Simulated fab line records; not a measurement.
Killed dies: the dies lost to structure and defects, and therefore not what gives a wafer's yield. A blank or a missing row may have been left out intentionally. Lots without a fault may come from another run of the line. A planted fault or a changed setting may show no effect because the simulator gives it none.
Which of the tools did it? | flow gf180mcu | 12 lots with 36 wafers sampled at 4 steps, on a route of 602 steps

## WHAT THE GAUGES READ, wafer by wafer
GF_M4_OVL_MEAS_15. Usual: M4_OVL 4 nm, standard deviation 6.8.
lot  | measured     | on         | M4_OVL (nm) | flag
L389 | day 23 23:01 | overlay-01 | -4 6 5      | 
L390 | day 24 06:59 | overlay-01 | -3 -6 7     | 
L391 | day 24 20:22 | overlay-02 | 7 4 -5      | 
L393 | day 25 18:01 | overlay-02 | -4 4 0      | 
L394 | day 25 23:38 | overlay-02 | 11 -6 8     | 
L396 | day 26 14:05 | overlay-02 | -1 6 0      | 
L400 | day 27 18:46 | overlay-01 | 2 6 4       | 
L403 | day 28 13:38 | overlay-02 | 5 1 6       | 
L405 | day 29 05:50 | overlay-01 | 5 -3 -1     | 
L406 | day 29 12:07 | overlay-01 | -4 8 10     | 
L407 | day 29 14:10 | overlay-01 | 7 18 14     | 
L410 | day 30 19:31 | overlay-02 | -5 -5 -3    | 

## WHAT TOOL EACH LOT RAN ON (gives the tool, then ch and the chambers of the sampled wafers, and finally the start)
lot  | GF_M3_SPUTTER_00            | GF_M3_METAL_ETCH_16              | GF_M4_SPUTTER_04
L389 | pvdSputter-04, day 20 22:31 | rieMetal-02 ch 0,1, day 21 22:31 | pvdSputter-04, day 23 01:22
L390 | pvdSputter-02, day 21 08:16 | rieMetal-03 ch 1, day 22 07:49   | pvdSputter-01, day 23 09:40
L391 | pvdSputter-02, day 21 21:04 | rieMetal-04 ch 0,1, day 22 20:31 | pvdSputter-04, day 23 22:29
L393 | pvdSputter-03, day 22 21:20 | rieMetal-02 ch 1, day 23 20:16   | pvdSputter-04, day 24 21:35
L394 | pvdSputter-04, day 23 04:01 | rieMetal-03 ch 0,1, day 24 01:54 | pvdSputter-04, day 25 02:53
L396 | pvdSputter-02, day 23 17:51 | rieMetal-03 ch 0,1, day 24 15:46 | pvdSputter-04, day 25 16:11
L400 | pvdSputter-04, day 25 01:00 | rieMetal-02 ch 0,1, day 25 23:00 | pvdSputter-01, day 26 22:14
L403 | pvdSputter-03, day 25 21:52 | rieMetal-03 ch 0,1, day 26 19:03 | pvdSputter-01, day 27 18:18
L405 | pvdSputter-03, day 26 16:08 | rieMetal-03 ch 0,1, day 27 12:22 | pvdSputter-04, day 28 11:05
L406 | pvdSputter-02, day 26 21:46 | rieMetal-02 ch 0, day 27 18:27   | pvdSputter-03, day 28 17:30
L407 | pvdSputter-04, day 27 00:36 | rieMetal-03 ch 0,1, day 27 20:46 | pvdSputter-04, day 28 19:12
L410 | pvdSputter-03, day 28 07:42 | rieMetal-03 ch 0,1, day 29 02:49 | pvdSputter-04, day 30 01:11
- GF_M3_SPUTTER_00: material Ti, target thk 37.5 nm, time 150 s.
- GF_M3_METAL_ETCH_16: etches the open film in Cl2/BCl3, stops on SiO2, target depth 627.5 nm, time 104.6 s.
- GF_M4_SPUTTER_04: material TiN, target thk 50 nm, time 41.7 s.

## WHAT THE TOOLS THEMSELVES READ (means of the sampled wafers that have a number; where no wafer has one, the mark that the record gives instead)
GF_M3_SPUTTER_00. Usual: chamberPressurePa 2.000 Pa, standard deviation 0.0038; throttleValvePct 30.0 %, standard deviation 1.2.
lot  | tool          | chamberPressurePa (Pa) | throttleValvePct (%) | flag
L389 | pvdSputter-04 | 2.002                  | 29.8                 | 
L390 | pvdSputter-02 | 2.000                  | 31.5                 | 
L391 | pvdSputter-02 | 2.001                  | 29.1                 | 
L393 | pvdSputter-03 | 2.000                  | 29.7                 | 
L394 | pvdSputter-04 | 2.000                  | 29.6                 | 
L396 | pvdSputter-02 | 2.002                  | 31.6                 | 
L400 | pvdSputter-04 | 1.999                  | 29.3                 | 
L403 | pvdSputter-03 | 2.001                  | 29.9                 | 
L405 | pvdSputter-03 | 2.000                  | 29.8                 | 
L406 | pvdSputter-02 | 2.004                  | 31.6                 | 
L407 | pvdSputter-04 | 1.996                  | 29.5                 | 
L410 | pvdSputter-03 | 2.000                  | 30.3                 | 

GF_M3_METAL_ETCH_16. Usual: bcl3FlowSccm 40.01 sccm, standard deviation 0.11; drypumpMotorCurrentA 6.1 A, standard deviation 0.5; oesProductAu 0.971 a.u., standard deviation 0.006; throttleValvePct 28.249 %, standard deviation 0.0091.
lot  | tool        | bcl3FlowSccm (sccm) | drypumpMotorCurrentA (A) | oesProductAu (a.u.) | throttleValvePct (%) | flag
L389 | rieMetal-02 | 40.03               | 5.9                      | 0.975               | 28.244               | 
L390 | rieMetal-03 | 39.96               | 6.7                      | 0.966               | 28.244               | 
L391 | rieMetal-04 | 40.04               | 5.5                      | 0.973               | 28.249               | 
L393 | rieMetal-02 | 39.85               | 6.2                      | 0.969               | 28.250               | 
L394 | rieMetal-03 | 40.05               | 6.3                      | 0.976               | 28.258               | 
L396 | rieMetal-03 | 39.98               | 6.4                      | 0.971               | 28.247               | 
L400 | rieMetal-02 | 40.06               | 6.0                      | 0.972               | 28.253               | 
L403 | rieMetal-03 | 39.86               | 6.5                      | 0.975               | 28.254               | 
L405 | rieMetal-03 | 39.84               | 6.3                      | 0.967               | 28.249               | 
L406 | rieMetal-02 | 40.01               | 5.4                      | 0.972               | 28.254               | 
L407 | rieMetal-03 | 39.99               | 6.3                      | 0.963               | 28.253               | 
L410 | rieMetal-03 | 40.01               | 6.4                      | 0.976               | 28.252               | 

GF_M4_SPUTTER_04. Usual: chamberPressurePa 0.4001 Pa, standard deviation 0.0008; throttleValvePct 29.9 %, standard deviation 1.
lot  | tool          | chamberPressurePa (Pa) | throttleValvePct (%) | flag
L389 | pvdSputter-04 | 0.4011                 | 29.2                 | 
L390 | pvdSputter-01 | 0.4003                 | 30.9                 | 
L391 | pvdSputter-04 | 0.4003                 | 29.2                 | 
L393 | pvdSputter-04 | 0.4004                 | 29.6                 | 
L394 | pvdSputter-04 | 0.4274                 | 28.4                 | OFF
L396 | pvdSputter-04 | 0.4277                 | 28.0                 | OFF
L400 | pvdSputter-01 | 0.3994                 | 29.3                 | 
L403 | pvdSputter-01 | 0.4007                 | 31.8                 | 
L405 | pvdSputter-04 | 0.4001                 | 29.8                 | 
L406 | pvdSputter-03 | 0.4006                 | 29.7                 | 
L407 | pvdSputter-04 | 0.4000                 | 29.8                 | 
L410 | pvdSputter-04 | 0.3998                 | 28.9                 | 

## THE ANSWER, worked out from the rows above alone
Rule: a lot is off if the mean of its wafers that have a number lies more than 3 standard deviations from the usual mean. A lot without any number at a reading at which 4 lots or more have one is off too. The other lots that the step has rows for count as sound. The gauges are gone through in route order, then the tools' own readings, and for those a lot's mean is taken as printed above. The first step at which some lot is off is used, and at that step the reading that is off furthest; a lot without a number counts as furthest.
Off at GF_M4_SPUTTER_04 (chamberPressurePa): L394, L396.
A tool fits if, at that step or a process step before it, it ran every lot that is off, and no sound lot after the first of them. No candidate that was tried fits.

## WHAT HAD BEEN PUT IN BY THE SIMULATOR
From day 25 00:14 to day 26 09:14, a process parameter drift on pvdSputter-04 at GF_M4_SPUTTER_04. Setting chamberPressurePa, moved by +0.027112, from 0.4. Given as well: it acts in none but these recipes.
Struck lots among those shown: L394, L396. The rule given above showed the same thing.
